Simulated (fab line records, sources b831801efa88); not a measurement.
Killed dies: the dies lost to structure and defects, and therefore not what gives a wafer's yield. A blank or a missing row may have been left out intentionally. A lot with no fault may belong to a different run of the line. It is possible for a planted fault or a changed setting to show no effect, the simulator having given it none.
Which tool was responsible? -- flow sky130 -- 12 lots with 36 wafers sampled at 5 steps, on a route of 708 steps

## WHAT EACH GAUGE READ, for each wafer
Not one reading of a measure or inspect step in the record can be checked against a usual standard deviation.

## WHICH TOOL RAN EACH LOT (tool, then ch and the chambers of the sampled wafers, then the start)
lot,SKY_CONTACT_SPUTTER_23,SKY_METAL1_SPUTTER_04,SKY_VIA1_SOFTBAKE_08,SKY_VIA1_STRIP_16,SKY_PAD_OPEN_PROBE_99
L237,"pvd sputter-01, day 32 05:49","pvd sputter-04, day 32 06:34","litho track-04 ch 0, day 34 00:00","plasma asher-02 ch 0,1, day 34 14:16","prober-01, day 46 07:59"
L240,"pvd sputter-02, day 33 05:01","pvd sputter-03, day 33 05:52","litho track-03 ch 0, day 34 23:00","plasma asher-03 ch 0,1, day 35 12:34","prober-02, day 47 01:30"
L242,"pvd sputter-03, day 33 17:09","pvd sputter-01, day 33 18:00","litho track-04 ch 0, day 35 11:00","plasma asher-02 ch 0,1, day 36 00:43","prober-02, day 47 13:29"
L243,"pvd sputter-03, day 34 01:32","pvd sputter-04, day 34 02:24","litho track-02 ch 0, day 35 19:00","plasma asher-04 ch 0,1, day 36 09:25",-
L244,"pvd sputter-02, day 34 13:55","pvd sputter-03, day 34 14:40","litho track-03 ch 0, day 36 08:00","plasma asher-02 ch 0,1, day 36 22:01","prober-02, day 48 02:44"
L245,"pvd sputter-01, day 34 19:58","pvd sputter-04, day 34 20:43","litho track-04 ch 0, day 36 13:00","plasma asher-03 ch 0,1, day 37 03:04","prober-01, day 48 08:25"
L253,"pvd sputter-01, day 37 07:20","pvd sputter-04, day 37 08:05","litho track-03 ch 0, day 39 00:00","plasma asher-02 ch 0,1, day 39 13:28",-
L254,"pvd sputter-01, day 37 13:34","pvd sputter-04, day 37 14:22","litho track-04 ch 0, day 39 05:00","plasma asher-04 ch 0,1, day 39 18:38","prober-02, day 50 03:13"
L255,"pvd sputter-03, day 37 18:23","pvd sputter-04, day 37 19:07","litho track-03 ch 0, day 39 10:00","plasma asher-04 ch 0,1, day 39 22:49",-
L256,"pvd sputter-01, day 38 02:14","pvd sputter-03, day 38 02:59","litho track-02 ch 0, day 39 18:00","plasma asher-04 ch 0,1, day 40 07:52","prober-01, day 50 11:51"
L257,"pvd sputter-01, day 38 08:05","pvd sputter-03, day 38 08:50","litho track-04 ch 0, day 40 00:00","plasma asher-04 ch 0,1, day 40 12:55",-
L259,"pvd sputter-03, day 39 05:24","pvd sputter-04, day 39 06:08","litho track-04 ch 0, day 40 20:00","plasma asher-02 ch 0,1, day 41 08:59",-
- SKY_CONTACT_SPUTTER_23: material TiN, target thk 20 nm, time 80 s.
- SKY_METAL1_SPUTTER_04: material TiN, target thk 70 nm, time 58.3 s.
- SKY_VIA1_SOFTBAKE_08: time 90 s.
- SKY_VIA1_STRIP_16: strips in O2/N2.
- SKY_PAD_OPEN_PROBE_99

## WHAT THE TOOLS THEMSELVES READ (means of the sampled wafers that have a number; where no wafer has one, the mark that the record gives instead)
SKY_CONTACT_SPUTTER_23. Usual: throttle valve pct 29.9 %, standard deviation 1.
lot,tool,throttle valve pct (%),flag
L237,pvd sputter-01,29.6,
L240,pvd sputter-02,28.3,
L242,pvd sputter-03,29.8,
L243,pvd sputter-03,30.4,
L244,pvd sputter-02,28.2,
L245,pvd sputter-01,29.8,
L253,pvd sputter-01,29.7,
L254,pvd sputter-01,29.7,
L255,pvd sputter-03,30.8,
L256,pvd sputter-01,30.4,
L257,pvd sputter-01,30.1,
L259,pvd sputter-03,30.4,

SKY_METAL1_SPUTTER_04. Usual: throttle valve pct 30.3 %, standard deviation 0.78.
lot,tool,throttle valve pct (%),flag
L237,pvd sputter-04,30.2,
L240,pvd sputter-03,29.8,
L242,pvd sputter-01,30.9,
L243,pvd sputter-04,30.3,
L244,pvd sputter-03,29.8,
L245,pvd sputter-04,29.9,
L253,pvd sputter-04,30.6,
L254,pvd sputter-04,30.2,
L255,pvd sputter-04,30.9,
L256,pvd sputter-03,31.0,
L257,pvd sputter-03,30.5,
L259,pvd sputter-04,30.1,

SKY_VIA1_SOFTBAKE_08. Usual: chill plate temp C 23.02 C, standard deviation 0.087; heater power total W 57.37 W, standard deviation 0.11; run length s 119.16 s, standard deviation 0.12.
lot,tool,chill plate temp C (C),heater power total W (W),run length s (s),flag
L237,litho track-04,23.01,57.41,119.06,
L240,litho track-03,22.97,57.32,119.20,
L242,litho track-04,22.93,57.30,119.07,
L243,litho track-02,23.01,57.42,119.22,
L244,litho track-03,23.00,57.35,119.13,
L245,litho track-04,23.04,57.40,119.07,
L253,litho track-03,22.91,58.40,115.00,OFF
L254,litho track-04,23.04,57.45,119.22,
L255,litho track-03,23.02,58.28,114.98,OFF
L256,litho track-02,23.11,57.39,119.12,
L257,litho track-04,23.08,57.23,119.05,
L259,litho track-04,23.00,57.45,119.19,

SKY_VIA1_STRIP_16. Usual: chamber pressure mTorr 1500.0 mTorr, standard deviation 1.4; drypump motor current A 5.6 A, standard deviation 0.6; oes product au 0.415 a.u., standard deviation 0.0046; strip time to endpoint s 4.464 s, standard deviation 0.024.
lot,tool,chamber pressure mTorr (mTorr),drypump motor current A (A),oes product au (a.u.),strip time to endpoint s (s),flag
L237,plasma asher-02,1500.7,5.8,0.413,4.448,
L240,plasma asher-03,1499.4,5.5,0.417,4.483,
L242,plasma asher-02,1499.9,5.8,0.413,4.476,
L243,plasma asher-04,1500.8,5.3,0.413,4.456,
L244,plasma asher-02,1499.6,6.1,0.416,4.477,
L245,plasma asher-03,1499.1,6.0,0.414,4.462,
L253,plasma asher-02,1499.7,5.8,0.416,4.477,
L254,plasma asher-04,1500.8,5.1,0.411,4.451,
L255,plasma asher-04,1501.1,5.1,0.413,4.452,
L256,plasma asher-04,1499.6,5.1,0.420,4.469,
L257,plasma asher-04,1501.6,5.3,0.412,4.431,
L259,plasma asher-02,1500.8,6.1,0.414,4.463,

SKY_PAD_OPEN_PROBE_99. Usual: defect limited yield 82.7 %, standard deviation 1.8; killed_at_M0_to_M3 42, standard deviation 7.2; killed_at_M4_up 3.4, standard deviation 2.1; killed at contacts 24, standard deviation 5.4; killed at front end 15, standard deviation 4; killed at other 0.3, standard deviation 0.53; killed dies 85, standard deviation 8.8; killed open 47, standard deviation 6.7; killed short 38, standard deviation 6.5; sort_bin_3_pad_short 0.8 %, standard deviation 0.4; sort_bin_5_function 10.2 %, standard deviation 1.3; sort_bin_6_memory 6.2 %, standard deviation 1.2; sort n pass 407, standard deviation 8.8; sort yield pct 82.7 %, standard deviation 1.8.
lot,tool,defect limited yield (%),killed_at_M0_to_M3,killed_at_M4_up,killed at contacts,killed at front end,killed at other,killed dies,killed open,killed short,sort_bin_3_pad_short (%),sort_bin_5_function (%),sort_bin_6_memory (%),sort n pass,sort yield pct (%),flag
L237,prober-01,82.9,45,2.7,24,12,0.0,84,44,40,1.5,9.1,6.4,408,82.9,
L240,prober-02,84.9,39,1.3,19,15,0.3,74,39,35,0.9,8.6,5.6,418,84.9,
L242,prober-02,83.5,43,4.0,25,9,0.0,81,44,37,0.6,9.9,6.1,411,83.5,
L244,prober-02,83.5,39,4.0,19,19,1.0,81,46,34,0.7,9.3,6.4,411,83.5,
L245,prober-01,82.0,44,4.0,26,14,0.3,88,48,40,0.7,11.1,6.2,404,82.0,
L254,prober-02,83.8,45,2.3,21,10,1.0,80,46,33,0.5,10.3,5.4,412,83.8,
L256,prober-01,84.8,37,2.3,23,13,0.0,75,42,32,0.7,9.4,5.2,417,84.8,

## THE ANSWER, worked out from the rows above alone
Rule: lot off if the mean of its wafers having a number is beyond 3 standard deviations from the usual mean. A lot without any number at a reading at which 4 lots or more have one is off too. Where the step has rows for the other lots, those lots are counted as sound. Order of review: gauges by route order, followed by the tools' own readings, for which a lot's mean as printed above is used. At the first step where some lot is off, the reading lying furthest off is the one used; lots without a number count as furthest.
Off, at SKY_VIA1_SOFTBAKE_08 on run length s: L253, L255.
A tool fits if, at that step or a process step before it, it ran every lot that is off, and no sound lot after the first of them. One candidate fits, namely litho track-03 at SKY_VIA1_SOFTBAKE_08. A fault onset in the window from L244 (day 36 08:00, its last sound lot) to L253 (day 39 00:00, its first lot off) fits.
The tool's own readings at SKY_VIA1_SOFTBAKE_08 bear it out: on the lots that are off they differ by more than 5 times the standard deviation of the sound lots' means. heater power total W reads 58.34 W there against 57.37 W on the sound lots; run length s reads 114.99 s there against 119.13 s on the sound lots.

## WHAT THE SIMULATOR PUT IN
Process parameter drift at SKY_VIA1_SOFTBAKE_08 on litho track-03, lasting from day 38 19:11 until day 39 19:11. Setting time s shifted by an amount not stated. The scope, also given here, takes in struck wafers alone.
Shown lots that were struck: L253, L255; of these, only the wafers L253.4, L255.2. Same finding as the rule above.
